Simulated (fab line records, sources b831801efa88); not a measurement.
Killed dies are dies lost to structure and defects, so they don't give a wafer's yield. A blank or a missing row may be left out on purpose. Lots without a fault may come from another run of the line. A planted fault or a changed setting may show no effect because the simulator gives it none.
Which tool did it? | flow gf180mcu | 11 lots, 33 wafers sampled, at 5 steps of a route of 602

WHAT THE GAUGES READ, wafer by wafer
GF_M4_RS_MEAS_05: measures by four-point-probe.
lot  | measured     | on            | M4_ALCU_RS (ohm/sq)
L225 | day 22 02:00 | film_metro-02 | 0.0684 0.0694 0.0692
L226 | day 22 14:16 | film_metro-02 | 0.0693 0.0696 0.0690
L229 | day 23 17:36 | film_metro-02 | 0.0700 0.0688 0.0696
L232 | day 25 05:44 | film_metro-04 | 0.0701 0.0702 0.0702
L234 | day 25 13:53 | film_metro-02 | 0.0695 0.0698 0.0694
L241 | day 27 21:17 | film_metro-04 | 0.0696 0.0690 0.0697
L242 | day 28 04:14 | film_metro-03 | 0.0692 0.0688 0.0697
L245 | day 28 23:35 | film_metro-04 | 0.0692 0.0690 0.0686
L246 | day 29 07:05 | film_metro-02 | 0.0698 0.0698 0.0694
L247 | day 29 15:34 | film_metro-04 | 0.0686 0.0676 0.0683
L248 | day 29 21:55 | film_metro-04 | 0.0696 0.0701 0.0699

GF_M5_CD_MEAS_07: target cd 280 nm.
lot  | measured     | on        | cd_nm (nm)
L225 | day 25 21:52 | cd_sem-02 | 279.9 279.4 279.9
L226 | day 26 09:23 | cd_sem-01 | 279.9 279.1 278.9
L229 | day 27 11:46 | cd_sem-01 | 281.8 281.7 281.8
L232 | day 28 18:08 | cd_sem-02 | 280.7 281.1 281.4
L234 | day 29 00:59 | cd_sem-02 | 281.1 281.7 281.2
L241 | day 31 03:59 | cd_sem-02 | 278.1 279.5 278.9
L242 | day 31 09:51 | cd_sem-02 | 281.2 280.5 280.9
L245 | day 32 03:56 | cd_sem-02 | 280.6 281.4 281.2
L246 | day 32 10:05 | cd_sem-02 | 279.1 279.1 278.0
L247 | day 32 18:04 | cd_sem-01 | 279.6 280.1 280.7
L248 | day 32 21:58 | cd_sem-01 | 278.5 278.8 278.6

WHICH TOOL RAN EACH LOT (tool, then ch and the chambers of the sampled wafers, then the start)
lot  | GF_V3_SPUTTER_21             | GF_MIM_SPUTTER_07            | GF_MIM_METAL_ETCH_19
L225 | pvd_sputter-03, day 22 01:05 | pvd_sputter-01, day 24 03:41 | rie_metal-04 ch 0,1, day 25 01:37
L226 | pvd_sputter-03, day 22 13:19 | pvd_sputter-01, day 24 15:37 | rie_metal-03 ch 0,1, day 25 11:52
L229 | pvd_sputter-03, day 23 16:41 | pvd_sputter-01, day 25 15:42 | rie_metal-04 ch 0,1, day 26 15:07
L232 | pvd_sputter-03, day 25 02:54 | pvd_sputter-04, day 27 01:46 | rie_metal-03 ch 1, day 27 22:02
L234 | pvd_sputter-01, day 25 12:56 | pvd_sputter-02, day 27 10:04 | rie_metal-02 ch 0,1, day 28 05:37
L241 | pvd_sputter-01, day 27 20:10 | pvd_sputter-01, day 29 15:19 | rie_metal-03 ch 0,1, day 30 09:38
L242 | pvd_sputter-02, day 28 03:16 | pvd_sputter-01, day 29 21:19 | rie_metal-02 ch 0,1, day 30 15:55
L245 | pvd_sputter-02, day 28 22:40 | pvd_sputter-04, day 30 16:25 | rie_metal-03 ch 0,1, day 31 10:02
L246 | pvd_sputter-02, day 29 06:09 | pvd_sputter-02, day 30 22:56 | rie_metal-04 ch 0,1, day 31 16:36
L247 | pvd_sputter-01, day 29 14:38 | pvd_sputter-04, day 31 07:58 | rie_metal-02 ch 0,1, day 32 01:19
L248 | pvd_sputter-01, day 29 21:00 | pvd_sputter-04, day 31 12:08 | rie_metal-02 ch 0,1, day 32 04:39
- GF_V3_SPUTTER_21: material Ti, target thk 15 nm, time 80.02 s.
- GF_MIM_SPUTTER_07: material TiN, target thk 60 nm, time 50 s.
- GF_MIM_METAL_ETCH_19: etches the open film in Cl2/BCl3, stops on Si3N4, target depth 324.5 nm, time 54.1 s.

WHAT THE TOOLS THEMSELVES READ (means of the sampled wafers that have a number; where no wafer has one, the mark that the record gives instead)
GF_V3_SPUTTER_21.
lot  | tool           | chamber_pressure_pa (Pa) | throttle_valve_pct (%)
L225 | pvd_sputter-03 | 4.997                    | 29.4
L226 | pvd_sputter-03 | 5.005                    | 29.4
L229 | pvd_sputter-03 | 4.995                    | 29.0
L232 | pvd_sputter-03 | 5.009                    | 29.3
L234 | pvd_sputter-01 | 5.008                    | 30.1
L241 | pvd_sputter-01 | 5.005                    | 30.2
L242 | pvd_sputter-02 | 4.985                    | 29.7
L245 | pvd_sputter-02 | 5.009                    | 29.8
L246 | pvd_sputter-02 | 5.001                    | 29.4
L247 | pvd_sputter-01 | 5.004                    | 30.2
L248 | pvd_sputter-01 | 5.007                    | 30.1

GF_MIM_SPUTTER_07.
lot  | tool           | chamber_pressure_pa (Pa) | throttle_valve_pct (%)
L225 | pvd_sputter-01 | 0.3998                   | 30.1
L226 | pvd_sputter-01 | 0.3999                   | 29.9
L229 | pvd_sputter-01 | 0.4005                   | 30.3
L232 | pvd_sputter-04 | 0.4007                   | 31.0
L234 | pvd_sputter-02 | 0.3994                   | 29.9
L241 | pvd_sputter-01 | 0.4003                   | 29.7
L242 | pvd_sputter-01 | 0.4009                   | 29.8
L245 | pvd_sputter-04 | 0.3992                   | 30.7
L246 | pvd_sputter-02 | 0.4006                   | 29.7
L247 | pvd_sputter-04 | 0.4003                   | 30.4
L248 | pvd_sputter-04 | 0.4005                   | 31.5

GF_MIM_METAL_ETCH_19.
lot  | tool         | bias_w (W) | chamber_pressure_mTorr (mTorr) | drypump_motor_current_A (A) | oes_product_au (a.u.) | rf_fwd_power_W (W) | throttle_valve_pct (%)
L225 | rie_metal-04 | 139.8      | 8.005                          | 6.0                         | 0.943                 | 794                | 28.278
L226 | rie_metal-03 | 140.3      | 7.999                          | 5.7                         | 0.942                 | 790                | 28.284
L229 | rie_metal-04 | 139.7      | 8.003                          | 6.0                         | 0.945                 | 795                | 28.278
L232 | rie_metal-03 | 140.5      | 7.998                          | 5.9                         | 0.942                 | 790                | 28.281
L234 | rie_metal-02 | 140.0      | 7.997                          | 5.6                         | 0.943                 | 794                | 28.273
L241 | rie_metal-03 | 140.2      | 8.000                          | 5.7                         | 0.899                 | 790                | 28.332
L242 | rie_metal-02 | 140.4      | 7.997                          | 5.6                         | 0.889                 | 792                | 28.336
L245 | rie_metal-03 | 140.4      | 8.007                          | 5.6                         | 0.944                 | 794                | 28.284
L246 | rie_metal-04 | 139.5      | 8.004                          | 6.4                         | 0.936                 | 794                | 28.281
L247 | rie_metal-02 | 139.8      | 8.001                          | 5.3                         | 0.940                 | 797                | 28.284
L248 | rie_metal-02 | 140.2      | 8.006                          | 5.3                         | 0.940                 | 794                | 28.297

THE ANSWER, worked out from the rows above alone
Rule: what is usual is taken from the lots themselves. Put in order of their means at a reading, lots are off if they are a third of the lots or fewer, leave a main group of 4 or more, and stand apart from it by a gap of 3 or more times the standard deviation of the main group's means; of several such gaps the widest counts. A main group whose means are all the same, to the digits that the tables above print for the reading, isn't used. A lot without any number at a reading at which 4 lots or more have one is off too. The other lots that the step has rows for count as sound. The gauges are gone through in route order, then the tools' own readings, and for those a lot's mean is taken as printed above. The first step at which some lot is off is used, and at that step the reading that is off furthest; a lot without a number counts as furthest.
Off: L241, L242, at GF_MIM_METAL_ETCH_19 (oes_product_au). The main group: mean 0.942 a.u., standard deviation 0.0025.
A tool fits if, at that step or a process step before it, it ran every lot that is off, and no sound lot after the first of them. One fits: pvd_sputter-01 at GF_MIM_SPUTTER_07. Its last sound lot is L229 (day 25 15:42), its first lot that is off L241 (day 29 15:19): a fault that began between those two fits.

WHAT THE SIMULATOR HAD PUT IN
Process parameter drift: pvd_sputter-01, from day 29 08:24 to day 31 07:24, at GF_MIM_SPUTTER_07. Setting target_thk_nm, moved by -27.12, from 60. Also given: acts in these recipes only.
Lots struck among those shown: L241, L242. The rule above found the same.
